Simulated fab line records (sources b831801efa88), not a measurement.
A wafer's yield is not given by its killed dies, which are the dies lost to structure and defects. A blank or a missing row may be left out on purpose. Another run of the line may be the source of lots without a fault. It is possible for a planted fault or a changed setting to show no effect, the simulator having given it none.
Struck lot and sound lot, side by side / flow sky130 / 22 out of 708 route steps
Sound: wafers L769.1, L769.2, L769.4. The struck wafers were L779.3, L779.4, L779.6. The cause is named last.
Order at every step that has rows: each side's tool, ch and its chambers, its first start. Under that, the readings that differ: sound wafers / struck wafers / difference of the means / sigmas: that difference in standard deviations of wafers without a fault.
alike: words and numbers the same on both sides, and readings whose means are apart by under 2 such deviations; not compared: readings that were withheld, readings missing a value for some wafer, numbers with overlapping values and no deviation given by the record, and bounds like >300 which may hide the same value.
The two part at a step that has a row with sigmas, a row that says differs or no value, or rows on one side only. When numbers do not overlap yet have no deviation, they are printed without sigmas and do not part them. A reading that every wafer of one side lacks parts them only if that side has two wafers or more.

SKY_METAL4_SPUTTER_00: material Ti, target thk 15 nm, time 10 s.
  sound: pvd_sputter-01 at day 41 13:31; struck: pvd_sputter-04 at day 44 20:44
  alike: throttle_valve_pct
then, 1 step without rows for these wafers: SKY_METAL4_SPUTTER_01 (material TiN, target thk 20 nm, time 16.7 s).
SKY_METAL4_SPUTTER_02: material AlCu, target thk 735 nm, time 39.1 s.
  sound: pvd_sputter-01 at day 41 13:34; struck: pvd_sputter-04 at day 44 20:47
  alike: throttle_valve_pct
SKY_METAL4_SPUTTER_03: material Ti, target thk 5 nm, time 3.3 s.
  sound: pvd_sputter-01 at day 41 13:37; struck: pvd_sputter-04 at day 44 20:50
  alike: throttle_valve_pct
SKY_METAL4_SPUTTER_04: material TiN, target thk 70 nm, time 58.3 s.
  sound: pvd_sputter-01 at day 41 13:37; struck: pvd_sputter-04 at day 44 20:51
  alike: throttle_valve_pct
then, 1 step without rows for these wafers: SKY_CAP2M_CVD_00 (deposits SiO2, target thk 15.5 nm).
SKY_CAP2M_THK_MEAS_01:
  sound: film_metro-02 at day 41 13:41; struck: film_metro-01 at day 44 20:56
  alike: CAP2M_CVD_00_THK
SKY_CAP2M_SPUTTER_02: material TiN, target thk 200 nm, time 166.7 s.
  sound: pvd_sputter-03 at day 41 13:45; struck: pvd_sputter-01 at day 44 20:59
  alike: throttle_valve_pct
SKY_CAP2M_RS_MEAS_03: measurement is done with a four-point probe.
  sound: film_metro-04 at day 41 13:52; struck: film_metro-04 at day 44 21:08
  alike: CAP2M_TIN_RS
SKY_CAP2M_THK_MEAS_04: measures by xrf.
  sound: film_metro-04 at day 41 13:59; struck: film_metro-04 at day 44 21:14
  alike: CAP2M_TIN_THK
then, 2 steps without rows for these wafers: SKY_CAP2M_DEHYDRATE_05 (time 60 s); SKY_CAP2M_HMDS_06 (prime time 60 s).
SKY_CAP2M_COAT_07: resist thk 1140 nm.
  sound on litho_track-02 ch 0, day 42 01:52; struck on litho_track-02 ch 0, day 45 07:37
reading=model.NOVOLAK_of_CAP2M_COAT_07.thk_nm (nm); sound=1147 1140 1145; struck=1122 1125 1122; difference=-21; sigmas=
  alike: dispense_pressure_kPa
then, 4 steps without rows for these wafers: SKY_CAP2M_SOFTBAKE_08 (time 60 s); SKY_CAP2M_EXPOSE_09 (exposes mask CAP2M, target cd 1000 nm); SKY_CAP2M_PEB_10; SKY_CAP2M_DEVELOP_11 (develop time 60 s).
SKY_CAP2M_OVL_MEAS_12:
  sound: overlay-01 at day 42 13:17; struck: overlay-02 at day 45 18:23
  alike: CAP2M_OVL
SKY_CAP2M_METAL_ETCH_13: etches TiN in Cl2/BCl3, stops on SiO2, target depth 220 nm, time 62.9 s.
  sound on rie_metal-04 ch 0,1, day 42 13:19; struck on rie_metal-03 ch 0,1, day 45 18:26
reading=model.NOVOLAK_of_CAP2M_COAT_07.thk_nm (nm); sound=1002 994.1 997.7; struck=972.3 975.6 972.6; difference=-24.4; sigmas=
  alike: drypump_motor_current_A, oes_product_au, throttle_valve_pct
  not compared: rf_hours_counter_h
SKY_CAP2M_STRIP_14: strips in O2/N2.
  sound on plasma_asher-02 ch 0,1, day 42 13:23; struck on plasma_asher-02 ch 0,1, day 45 18:31
reading=strip_time_to_endpoint_s (s); sound=12.74 12.66 12.70; struck=12.40 12.44 12.42; difference=-0.28; sigmas=-6
  alike: drypump_motor_current_A, oes_product_au
  not compared: rf_hours_counter_h
then, 1 step without rows for these wafers: SKY_CAP2M_STRIP_15 (strips in post etch residue remover, time 1200 s).
-- the record jumps here: 4 days lie between the struck wafers' starts before and after (it left off in module CAP2M and takes up again in module PAD_OPEN, whose first step shown is number 708 of the route) --
SKY_PAD_OPEN_PROBE_99:
  sound: prober-01 at day 47 09:41; struck: prober-02 at day 50 01:05
reading=killed_at_other; sound=2 1 3; struck=1 0 0; difference=-2; sigmas=-3
  alike: defect_limited_yield, killed_at_M0_to_M3, killed_at_M4_up, killed_at_contacts, killed_at_front_end, killed_dies, killed_open, killed_short, sort_bin_3_pad_short, sort_bin_5_function, sort_bin_6_memory, sort_n_pass, sort_yield_pct

## WHERE THEY PART
Earliest at SKY_CAP2M_STRIP_14; latest, in this record, at SKY_PAD_OPEN_PROBE_99.

WHY: the cause the simulator had injected
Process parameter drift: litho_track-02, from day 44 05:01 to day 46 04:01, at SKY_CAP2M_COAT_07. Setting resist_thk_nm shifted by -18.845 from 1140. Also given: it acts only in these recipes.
